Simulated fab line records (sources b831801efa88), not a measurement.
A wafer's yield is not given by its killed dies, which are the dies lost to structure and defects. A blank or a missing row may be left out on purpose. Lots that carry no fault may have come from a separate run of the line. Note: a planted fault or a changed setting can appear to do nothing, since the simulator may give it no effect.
fab line records	flow gf180mcu
record: lots: 12	wafers: 36	last-day: 34
route steps=602 shown DNWELL@40 VT_IMPLANT@111 POLY_GATE@171
lots that met no fault: from a run of the same line without faults
start-h: hours from the record's opening day to when the first of the lot's shown wafers began	wait-h: hours elapsed since this lot's preceding step	" the same as in the row above	L1.1+2: a row that stands for several wafers	- no value, or no start given	* or withheld: withheld	< > ~ a bound
route shown NAME@n: a module of which the file shows steps, and the number in the route of the first	usual: mean/standard deviation taken from wafers without a fault	same: alike in all rows	chamber/n: place in a boat	sites: readings site by site	_std_site: standard deviation across them	_edge_site: outer sites' mean less inner sites'	radius-mm: for every site, how far away it sits from the centre of the wafer	mask NAME#n: copy n	behind: tool/chamber where the wafer was last shaped	hold: what put the lot on hold/how long, in hours/how the hold closed	device: the n, p or np transistor that did not switch	end of line: at the end of the route, the tests of the same wafers	a step without rows: its recipe alone	killed: not the wafer's yield, but the dies lost to structure and defects at the first sort	map: dies across one wafer; x = killed, . = not, _ = none there
set.NAME: the setting the step ran with; set.NAME@STEP: the setting that earlier step ran with	model.NAME: the simulator's own value behind a step, which no gauge read
route steps across a sampled set of lots; one table per step, one row per wafer
services: from which hour (start-h, from the record's first day; less than 0 if before it) a tool's chamber was out of use, for how many hours, and why
== steps ==
step: GF_DNWELL_STRIP_08
recipe: chemistry: O2/N2	power-w: 1400	pressure-mtorr: 1500	platen-temp-c: 250	o2-flow-sccm: 3000	n2-flow-sccm: 300	overash-fraction: 0.5
usual: drypump-motor-current-A: 5.46/0.2	heater-power-w: 339/28	oes-product-au: 0.723/0.005	strip-time-to-endpoint-s: 37.44/0.11
lot.wafer	tool	chamber	start-h	wait-h	drypump-motor-current-A	heater-power-w	oes-product-au	rf-hours-counter-h	strip-time-to-endpoint-s
L155.3	plasma-asher-02	1	43.22	0.1	5.41	360	0.720	-	37.50
L155.5	"	1	"	"	5.41	356	0.722	-	37.48
L155.6	"	0	"	"	5.16	322	0.717	-	37.47
L156.1	plasma-asher-02	0	47.79	0.1	5.17	315	0.717	41	37.30
L156.2	"	1	"	"	5.41	348	0.713	41	37.18
L156.3	"	1	"	"	5.41	352	0.727	-	37.32
L157.1	plasma-asher-04	0	53.04	0.1	5.72	376	0.719	23	37.44
L157.2	"	1	"	"	5.40	288	0.729	23	37.54
L157.3	"	0	"	"	5.71	381	0.726	-	37.34
L160.1	plasma-asher-02	1	69.24	0.1	5.43	360	0.722	43	37.45
L160.4	"	0	"	"	5.17	319	0.723	-	37.33
L160.6	"	0	"	"	5.16	328	0.719	-	37.32
L164.3	plasma-asher-02	0	90.52	0.1	5.11	327	0.714	-	37.30
L164.4	"	1	"	"	5.43	366	0.722	-	37.25
L164.5	"	1	"	"	5.42	348	0.724	-	37.26
L165.1	plasma-asher-02	1	95.13	0.1	5.44	351	0.730	47	37.50
L165.2	"	0	"	"	5.16	323	0.719	47	37.62
L165.4	"	0	"	"	5.18	321	0.723	-	37.60
L166.2	plasma-asher-04	1	99.69	0.1	5.41	300	0.728	28	37.50
L166.3	"	0	"	"	5.68	378	0.724	-	37.33
L166.5	"	1	"	"	5.41	302	0.724	-	37.40
L168.4	plasma-asher-01	0	114.02	0.1	5.79	367	0.727	-	37.54
L168.5	"	0	"	"	5.79	364	0.712	-	37.60
L168.6	"	1	"	"	5.41	327	0.723	-	37.53
L169.1	plasma-asher-02	0	119.13	0.1	5.13	323	0.717	0	37.37
L169.3	"	0	"	"	5.15	335	0.723	-	37.36
L169.5	"	0	"	"	5.13	326	0.719	-	37.39
L170.2	plasma-asher-04	0	125.18	0.1	5.69	359	0.722	30	37.40
L170.5	"	1	"	"	5.38	300	0.723	-	37.34
L170.6	"	0	"	"	5.63	366	0.722	-	37.40
L171.4	plasma-asher-02	0	131.22	0.1	5.19	330	0.725	-	37.54
L171.5	"	1	"	"	5.39	358	0.730	-	37.53
L171.6	"	0	"	"	5.18	327	0.718	-	37.54
L175.1	plasma-asher-01	0	150.49	0.1	5.82	368	0.719	52	37.51
L175.5	"	0	"	"	5.80	371	0.721	-	37.41
L175.6	"	1	"	"	5.40	331	0.730	-	37.51
step: GF_VT_IMPLANT_TW_MEAS_21
usual: VT_IMPLANT_2_TW: 1217/15
lot.wafer	tool	chamber	start-h	wait-h	VT_IMPLANT_2_TW
L155.3	film-metro-03	-	125.61	0.1	1226
L155.5	"	-	"	"	1224
L155.6	"	-	"	"	1227
L156.1	film-metro-02	-	132.39	0.1	1201
L156.2	"	-	"	"	1208
L156.3	"	-	"	"	1202
L157.1	film-metro-02	-	138.97	0.1	1199
L157.2	"	-	"	"	1204
L157.3	"	-	"	"	1204
L160.1	film-metro-03	-	157.74	0.1	1237
L160.4	"	-	"	"	1240
L160.6	"	-	"	"	1238
L164.3	film-metro-03	-	183.14	0.1	1224
L164.4	"	-	"	"	1231
L164.5	"	-	"	"	1225
L165.1	film-metro-03	-	189.49	0.1	1232
L165.2	"	-	"	"	1235
L165.4	"	-	"	"	1233
L166.2	film-metro-03	-	193.23	0.1	1232
L166.3	"	-	"	"	1229
L166.5	"	-	"	"	1234
L168.4	film-metro-03	-	208.60	0.1	1237
L168.5	"	-	"	"	1239
L168.6	"	-	"	"	1237
L169.1	film-metro-02	-	214.97	0.1	1205
L169.3	"	-	"	"	1206
L169.5	"	-	"	"	1202
L170.2	film-metro-04	-	222.78	0.1	1210
L170.5	"	-	"	"	1206
L170.6	"	-	"	"	1213
L171.4	film-metro-02	-	228.25	0.1	1203
L171.5	"	-	"	"	1205
L171.6	"	-	"	"	1208
L175.1	film-metro-03	-	250.77	0.1	1233
L175.5	"	-	"	"	1237
L175.6	"	-	"	"	1244
step: GF_VT_IMPLANT_COAT_24
recipe: resist: NOVOLAK	spin-rpm: 3000	resist-thk-nm: 1000
usual: dispense-pressure-kPa: 51.1/1.3	spin-speed-rpm: 3000.2/2.1
lot.wafer	tool	chamber	start-h	wait-h	dispense-pressure-kPa	spin-speed-rpm
L155.3	litho-track-03	0	133.11	0.1	49.7	3002.7
L155.5	"	0	"	"	49.6	3001.7
L155.6	"	0	"	"	49.7	3000.3
L156.1	litho-track-03	0	139.46	0.1	49.7	2998.1
L156.2	"	0	"	"	49.7	2999.1
L156.3	"	0	"	"	49.6	2999.6
L157.1	litho-track-01	0	146.89	0.1	52.5	3003.0
L157.2	"	0	"	"	52.5	3003.2
L157.3	"	0	"	"	52.6	3003.1
L160.1	litho-track-04	0	165.89	0.1	51.9	2998.6
L160.4	"	0	"	"	51.8	2999.6
L160.6	"	0	"	"	51.9	2997.2
L164.3	litho-track-03	0	190.55	0.1	49.6	2942.9
L164.4	"	0	"	"	49.6	2940.3
L164.5	"	0	"	"	49.6	2944.7
L165.1	litho-track-03	0	197.40	0.1	49.6	2942.1
L165.2	"	0	"	"	49.6	2943.3
L165.4	"	0	"	"	49.6	2942.4
L166.2	litho-track-03	0	201.53	0.1	49.6	2942.3
L166.3	"	0	"	"	49.6	2945.0
L166.5	"	0	"	"	49.6	2945.1
L168.4	litho-track-01	0	216.41	0.1	52.5	2999.5
L168.5	"	0	"	"	52.5	2998.1
L168.6	"	0	"	"	52.5	3000.6
L169.1	litho-track-04	0	222.59	0.1	51.8	2996.2
L169.3	"	0	"	"	51.8	3000.5
L169.5	"	0	"	"	51.8	2999.7
L170.2	litho-track-04	0	229.91	0.1	51.8	2996.6
L170.5	"	0	"	"	51.8	3001.1
L170.6	"	0	"	"	51.8	2994.2
L171.4	litho-track-01	0	236.76	0.1	52.5	2998.0
L171.5	"	0	"	"	52.5	3002.5
L171.6	"	0	"	"	52.5	2998.9
L175.1	litho-track-01	0	259.83	0.1	52.4	2998.1
L175.5	"	0	"	"	52.5	2999.8
L175.6	"	0	"	"	52.5	2999.9
step: GF_VT_IMPLANT_STRIP_31
recipe: chemistry: O2/N2	power-w: 1400	pressure-mtorr: 1500	platen-temp-c: 250	o2-flow-sccm: 3000	n2-flow-sccm: 300	overash-fraction: 0.5
usual: drypump-motor-current-A: 5.8/0.42	heater-power-w: 370/28	oes-product-au: 0.717/0.0044	strip-time-to-endpoint-s: 12.64/0.036
lot.wafer	tool	chamber	start-h	wait-h	drypump-motor-current-A	heater-power-w	oes-product-au	rf-hours-counter-h	strip-time-to-endpoint-s
L155.3	plasma-asher-03	1	141.00	0.1	5.5	411	0.720	-	12.61
L155.5	"	0	"	"	6.4	383	0.721	-	12.59
L155.6	"	1	"	"	5.5	405	0.715	-	12.64
L156.1	plasma-asher-03	0	148.02	0.1	6.4	386	0.718	47	12.61
L156.2	"	1	"	"	5.6	402	0.715	47	12.58
L156.3	"	0	"	"	6.5	373	0.730	-	12.64
L157.1	plasma-asher-01	1	155.07	0.1	5.4	328	0.712	52	12.62
L157.2	"	0	"	"	5.8	366	0.715	52	12.59
L157.3	"	0	"	"	5.8	360	0.716	-	12.60
L160.1	plasma-asher-02	1	173.82	0.1	5.4	363	0.723	6	12.65
L160.4	"	1	"	"	5.4	360	0.713	-	12.65
L160.6	"	0	"	"	5.2	324	0.710	-	12.63
L164.3	plasma-asher-01	0	199.20	0.1	5.8	368	0.725	-	12.71
L164.4	"	1	"	"	5.4	324	0.713	-	12.69
L164.5	"	0	"	"	5.8	360	0.712	-	12.73
L165.1	plasma-asher-03	1	205.97	0.1	5.6	409	0.722	53	12.74
L165.2	"	0	"	"	6.4	376	0.719	53	12.75
L165.4	"	1	"	"	5.6	399	0.724	-	12.71
L166.2	plasma-asher-03	0	210.14	0.1	6.4	386	0.718	53	12.78
L166.3	"	0	"	"	6.4	389	0.711	-	12.75
L166.5	"	0	"	"	6.4	384	0.709	-	12.76
L168.4	plasma-asher-03	1	225.31	0.1	5.6	408	0.715	-	12.61
L168.5	"	0	"	"	6.4	367	0.707	-	12.64
L168.6	"	1	"	"	5.6	410	0.721	-	12.67
L169.1	plasma-asher-02	1	230.34	0.1	5.4	348	0.709	11	12.65
L169.3	"	1	"	"	5.4	365	0.714	-	12.63
L169.5	"	1	"	"	5.4	363	0.716	-	12.65
L170.2	plasma-asher-03	1	238.67	0.1	5.6	400	0.719	56	12.61
L170.5	"	0	"	"	6.4	378	0.712	-	12.59
L170.6	"	1	"	"	5.6	406	0.717	-	12.60
L171.4	plasma-asher-01	1	245.30	0.1	5.4	327	0.713	-	12.67
L171.5	"	1	"	"	5.4	326	0.720	-	12.72
L171.6	"	0	"	"	5.8	367	0.725	-	12.70
L175.1	plasma-asher-03	0	269.07	0.1	6.4	377	0.718	59	12.63
L175.5	"	1	"	"	5.6	405	0.718	-	12.62
L175.6	"	0	"	"	6.4	371	0.716	-	12.63
step: GF_POLY_GATE_STRIP_14
recipe: chemistry: O2/N2	power-w: 1400	pressure-mtorr: 1500	platen-temp-c: 250	o2-flow-sccm: 3000	n2-flow-sccm: 300	overash-fraction: 0.5
usual: drypump-motor-current-A: 5.7/0.37	heater-power-w: 361/35	oes-product-au: 0.509/0.0044
lot.wafer	tool	chamber	start-h	wait-h	drypump-motor-current-A	heater-power-w	oes-product-au	rf-hours-counter-h
L155.3	plasma-asher-04	0	201.50	0.1	5.7	376	0.514	-
L155.5	"	1	"	"	5.4	297	0.509	-
L155.6	"	0	"	"	5.7	367	0.512	-
L156.1	plasma-asher-03	0	211.12	0.0	6.4	373	0.510	53
L156.2	"	1	"	"	5.6	402	0.510	53
L156.3	"	0	"	"	6.4	373	0.510	-
L157.1	plasma-asher-01	1	218.22	0.0	5.4	335	0.509	58
L157.2	"	0	"	"	5.8	369	0.512	58
L157.3	"	0	"	"	5.8	373	0.504	-
L160.1	plasma-asher-03	1	236.83	0.0	5.6	406	0.505	56
L160.4	"	0	"	"	6.4	386	0.507	-
L160.6	"	1	"	"	5.6	400	0.509	-
L165.1	plasma-asher-03	0	265.91	0.0	6.4	375	0.509	59
L165.2	"	1	"	"	5.6	408	0.505	59
L165.4	"	1	"	"	5.6	400	0.509	-
L164.3	plasma-asher-01	0	266.18	0.1	5.8	363	0.511	-
L164.4	"	1	"	"	5.4	330	0.513	-
L164.5	"	1	"	"	5.4	324	0.509	-
L166.2	plasma-asher-03	1	273.34	0.0	5.6	409	0.506	60
L166.3	"	1	"	"	5.6	398	0.512	-
L166.5	"	0	"	"	6.4	371	0.509	-
L168.4	plasma-asher-03	0	286.28	0.0	6.4	369	0.509	-
L168.5	"	0	"	"	6.4	379	0.511	-
L168.6	"	1	"	"	5.6	414	0.517	-
L169.1	plasma-asher-04	0	295.14	0.0	5.7	369	0.511	48
L169.3	"	0	"	"	5.7	364	0.506	-
L169.5	"	0	"	"	5.7	368	0.512	-
L170.2	plasma-asher-03	0	304.59	0.0	6.4	368	0.507	63
L170.5	"	1	"	"	5.6	396	0.505	-
L170.6	"	0	"	"	6.4	373	0.512	-
L171.4	plasma-asher-01	0	315.03	0.0	5.8	365	0.502	-
L171.5	"	1	"	"	5.4	333	0.512	-
L171.6	"	0	"	"	5.8	368	0.512	-
L175.1	plasma-asher-04	0	340.99	0.0	5.7	378	0.511	53
L175.5	"	0	"	"	5.7	373	0.507	-
L175.6	"	1	"	"	5.4	297	0.499	-
== services ==
tool	chamber	start-h	hours	kind
plasma-asher-01	-	21.09	2.1	repair
plasma-asher-01	-	78.97	13.8	pm
plasma-asher-04	-	99.81	8.4	repair
plasma-asher-02	-	108.75	9.0	pm
plasma-asher-02	0	108.75	9.0	vent-cycle
plasma-asher-02	1	108.75	9.0	vent-cycle
plasma-asher-02	0	117.75	-	clean
plasma-asher-02	1	117.75	-	clean
litho-track-01	-	148.40	-	consumable-replace:filter
plasma-asher-03	-	158.35	2.8	pm
plasma-asher-01	-	168.96	3.3	repair
plasma-asher-02	-	189.13	3.6	repair
plasma-asher-04	-	232.56	1.4	repair
plasma-asher-02	-	236.62	6.8	repair
plasma-asher-02	-	237.89	1.0	repair
plasma-asher-02	-	300.93	0.8	repair
plasma-asher-02	-	340.67	1.4	repair
== key ==
first-sign: step: GF_VT_IMPLANT_COAT_24	reading: spin-speed-rpm	direction: down	sigmas: 28	usual: *	struck: *
effect: step: GF_VT_IMPLANT_STRIP_31	reading: strip-time-to-endpoint-s	direction: up	sigmas: 2.7	usual: *	struck: *
met-at GF_VT_IMPLANT_COAT_24
struck-lots L164,L165,L166
tester-left-out L164,L165,L166
not-acting-at GF_DNWELL_STRIP_08,GF_VT_IMPLANT_TW_MEAS_21,GF_POLY_GATE_STRIP_14
onset-between 139.46 190.55
fault: kind: process-parameter-drift	tool: litho-track-03	chamber: -	onset-h: 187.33	steps: GF_VT_IMPLANT_COAT_24	channel: spin-rpm	offset: *	shape: step	end-h: 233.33	acts-in: *	stated: *
tester-left-out: of these lots the tester's yield and bins aren't shown, on N5 and GAA mostly nor the transistor test; their killed dies are dies lost to structure and defects alone, not to doping, threshold or leakage, so they don't give the yield
